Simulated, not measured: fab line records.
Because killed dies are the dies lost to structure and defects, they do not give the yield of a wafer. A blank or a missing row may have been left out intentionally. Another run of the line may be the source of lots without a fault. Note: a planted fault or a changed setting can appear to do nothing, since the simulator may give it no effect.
Chamber matching -- flow gf180mcu -- GF_CONTACT_CMP_27 on cmp-02: 4 sister chambers
The step polishes, stops on SiO2, t overpolish 15 s, target thk 0 nm. 18 wafers are shown with their chamber, then 9 later ones without.

## EACH WAFER AND ITS CHAMBER
wafer,chamber,motor_current_A (A),time_to_endpoint_s (s),head_pressure_psi (psi)
L853.2,1,9.3,77,3.506
L853.4,0,10.0,71,3.497
L853.6,0,10.1,71,3.493
L854.2,3,11.5,70,3.508
L854.3,2,12.9,67,3.505
L854.5,0,10.0,69,3.503
L856.1,1,9.2,80,3.494
L856.5,2,12.2,76,3.505
L856.6,1,9.0,82,3.483
L857.2,0,10.0,75,3.495
L857.3,1,9.4,77,3.486
L857.5,1,8.8,77,3.502
L870.2,0,10.2,71,3.491
L870.4,2,12.6,72,3.496
L870.6,2,13.2,75,3.506
L869.3,2,12.9,71,3.500
L869.4,0,10.3,74,3.502
L869.5,3,12.3,73,3.508

SIGNATURES (averages over the wafers above)
reading,chamber 0,chamber 1,chamber 2,chamber 3,scatter within a chamber
motor_current_A,10.100,9.140,12.760,11.900,0.293
time_to_endpoint_s,71.83,78.60,72.20,71.50,2.69
head_pressure_psi,3.49683,3.49420,3.50240,3.50800,0.00645
Rule: a wafer lies at a distance from a chamber equal to the root of the sum of squares, over the readings, of (its reading less the chamber's mean, divided by the reading's scatter). The wafer belongs to the nearest chamber; if the next one is less than 2 further off, it can't be placed. The scatter is the square root of a quotient: the sum, over the shown wafers, of each reading's squared deviation from its chamber's mean, divided by wafers minus chambers.

## WAFERS MISSING THEIR CHAMBER
wafer,motor_current_A (A),time_to_endpoint_s (s),head_pressure_psi (psi)
L871.1,11.9,72,3.497
L871.2,12.5,69,3.499
L871.6,12.8,70,3.507
L872.1,9.0,79,3.497
L872.2,10.6,76,3.509
L872.6,13.1,73,3.498
L874.3,12.8,75,3.512
L874.5,9.0,78,3.499
L874.6,10.2,73,3.493

## CHAMBER TAKEN BY EACH
wafer,from the rows above,in truth
L871.1,can't be placed: 3 or 2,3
L871.2,can't be placed: 2 or 3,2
L871.6,2,2
L872.1,1,1
L872.2,can't be placed: 0 or 3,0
L872.6,2,2
L874.3,can't be placed: 2 or 3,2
L874.5,1,1
L874.6,0,0
Correct placement for 5 of the 9. Cannot be placed on the basis of these rows: 4; the candidates contain the true chamber in 4. Wrongly placed: 0.
